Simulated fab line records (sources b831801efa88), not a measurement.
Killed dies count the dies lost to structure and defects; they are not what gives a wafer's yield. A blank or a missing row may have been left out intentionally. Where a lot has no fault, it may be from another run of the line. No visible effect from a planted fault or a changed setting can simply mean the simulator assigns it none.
A struck lot beside a sound one -- flow gf180mcu -- 29 out of 602 route steps
Sound: wafers L451.2, L451.3, L451.4. Struck: wafer L453.3 (L453.2, L453.5, from the same lot, were not struck and are left out); the cause is given at the end.
For every step that has rows: the tool of each side, followed by ch and its chambers, followed by its first start. Under that, the readings that differ: sound wafers -- struck wafers -- difference of the means -- sigmas: that difference in standard deviations of wafers without a fault.
alike: readings with means less than 2 such deviations apart, plus words and numbers identical on both sides. not compared: withheld readings, readings lacking a value on some wafer, bounds such as >300 that could conceal the same value, and numbers that have no deviation in the record and whose values overlap.
Wherever a step has rows on one side only, a row that says differs or no value, or a row with sigmas, the two part there. When numbers do not overlap yet have no deviation, they are printed without sigmas and do not part them. A reading missing from all wafers of one side parts the sides only when that side holds two or more wafers.

first, 3 steps without rows for these wafers: GF_PSD_EXPOSE_04 (exposes mask Pplus, target cd 400 nm); GF_PSD_PEB_05; GF_PSD_DEVELOP_06 (develop time 60 s).
GF_PSD_CD_MEAS_07: target cd 400 nm.
  sound on cd_sem-02 at day 17 23:49; struck on cd_sem-02 at day 19 10:15
reading,sound,struck,difference,sigmas
cd_nm (nm),403.9 403.3 405.3,397.8,-6.4,-3
GF_PSD_OVL_MEAS_08:
  sound on overlay-02 at day 17 23:56; struck on overlay-01 at day 19 10:22
  alike: PSD_OVL
then, 1 step without rows for these wafers: GF_PSD_IMPLANT_09.
GF_PSD_STRIP_10: strips in O2/N2.
  sound on plasma_asher-02 ch 0,1, day 18 00:07; struck on plasma_asher-02 ch 1, day 19 10:32
reading,sound,struck,difference,sigmas
oes_product_au (a.u.),0.601 0.599 0.593,0.581,-0.017,-4
  alike: drypump_motor_current_A, heater_power_w, strip_time_to_endpoint_s
  not compared: rf_hours_counter_h
GF_PSD_TW_MEAS_11:
  sound on film_metro-03 at day 18 00:13; struck on film_metro-04 at day 19 10:39
  alike: PSD_TW
then, 1 step without rows for these wafers: GF_PSD_CLEAN_12 (cleans in SC1/SC2, time 150 s).
GF_PSD_RTA_13: time 20 s.
  sound on rtp_anneal-02 ch 0, day 18 00:20; struck on rtp_anneal-02 ch 0, day 19 10:46
  alike: lamp_power_pct, wafer_temp_C_max
GF_PSD_RS_MEAS_14: uses a four-point probe to measure.
  sound on film_metro-04 at day 18 00:25; struck on film_metro-04 at day 19 10:56
  alike: NSD_RS
GF_PSD_RS_MEAS_15: uses a four-point probe to measure.
  sound on film_metro-04 at day 18 00:32; struck on film_metro-04 at day 19 11:03
  alike: PSD_RS
GF_SAB_CVD_00: deposits SiO2 from TEOS, target thk 50 nm, time 4.9302 s.
  sound on pecvd-04 ch 1,2, day 18 00:38; struck on pecvd-04 ch 0, day 19 11:09
reading,sound,struck,difference,sigmas
model.SiO2_of_SAB_CVD_00.thk_nm (nm),48.9 49.34 49.51,55.68,+6.43,
  alike: heater_power_w
GF_SAB_THK_MEAS_01:
  sound on film_metro-01 at day 18 00:40; struck on film_metro-01 at day 19 11:11
reading,sound,struck,difference,sigmas
SAB_CVD_00_THK (nm),48.9 49.3 49.6,55.7,+6.4,+9
then, 7 steps without rows for these wafers: GF_SAB_DEHYDRATE_02 (time 60 s); GF_SAB_HMDS_03 (prime time 60 s); GF_SAB_COAT_04 (resist thk 1000 nm); GF_SAB_SOFTBAKE_05 (time 60 s); GF_SAB_EXPOSE_06 (exposes mask SAB, target cd 420 nm); GF_SAB_PEB_07; GF_SAB_DEVELOP_08 (develop time 60 s).
GF_SAB_CD_MEAS_09: target cd 420 nm.
  sound on cd_sem-01 at day 19 00:45; struck on cd_sem-01 at day 20 11:22
  alike: cd_nm
GF_SAB_OVL_MEAS_10:
  sound on overlay-02 at day 19 00:52; struck on overlay-02 at day 20 11:28
  alike: SAB_OVL
GF_SAB_ETCH_11: etches SiO2 in C4F8/O2/Ar, target depth 55 nm, time 8.5 s.
  sound on rie_diel-04 ch 0,3, day 19 00:53; struck on rie_diel-03 ch 1, day 20 11:30
  alike: oes_product_au
  not compared: rf_hours_counter_h
then, 1 step without rows for these wafers: GF_SAB_WET_ETCH_12 (etches SiO2 in dHF, target depth 22 nm, time 440 s).
GF_SAB_STRIP_13: strips in O2/N2.
  sound on plasma_asher-03 ch 0,1, day 19 01:10; struck on plasma_asher-02 ch 1, day 20 11:40
reading,sound,struck,difference,sigmas
oes_product_au (a.u.),0.711 0.706 0.706,0.718,+0.010,+3
  alike: drypump_motor_current_A, heater_power_w, strip_time_to_endpoint_s
  not compared: rf_hours_counter_h
then, 1 step without rows for these wafers: GF_SALICIDE_CLEAN_00 (cleans in SC1/SC2, time 150 s).
GF_SALICIDE_WET_ETCH_01: etches SiO2 in dHF, target depth 5 nm, time 100 s.
  sound on wet_bench-02 ch 2, day 19 01:19; struck on wet_bench-03 ch 0, day 20 11:49
reading,sound,struck,difference,sigmas
model.SiO2_of_SAB_CVD_00.thk_nm (nm),38.28 38.67 38.81,45,+6,
GF_SALICIDE_SPUTTER_02: material Co, target thk 10 nm, time 20 s.
  sound on pvd_sputter-03 at day 19 01:23; struck on pvd_sputter-03 at day 20 11:52
  alike: throttle_valve_pct

## WHERE THEY PART
First at GF_PSD_CD_MEAS_07; last, within this record, at GF_SAB_STRIP_13. Later steps at which nothing parts them and some readings are alike: GF_SALICIDE_SPUTTER_02.

WHY: what the simulator had put in
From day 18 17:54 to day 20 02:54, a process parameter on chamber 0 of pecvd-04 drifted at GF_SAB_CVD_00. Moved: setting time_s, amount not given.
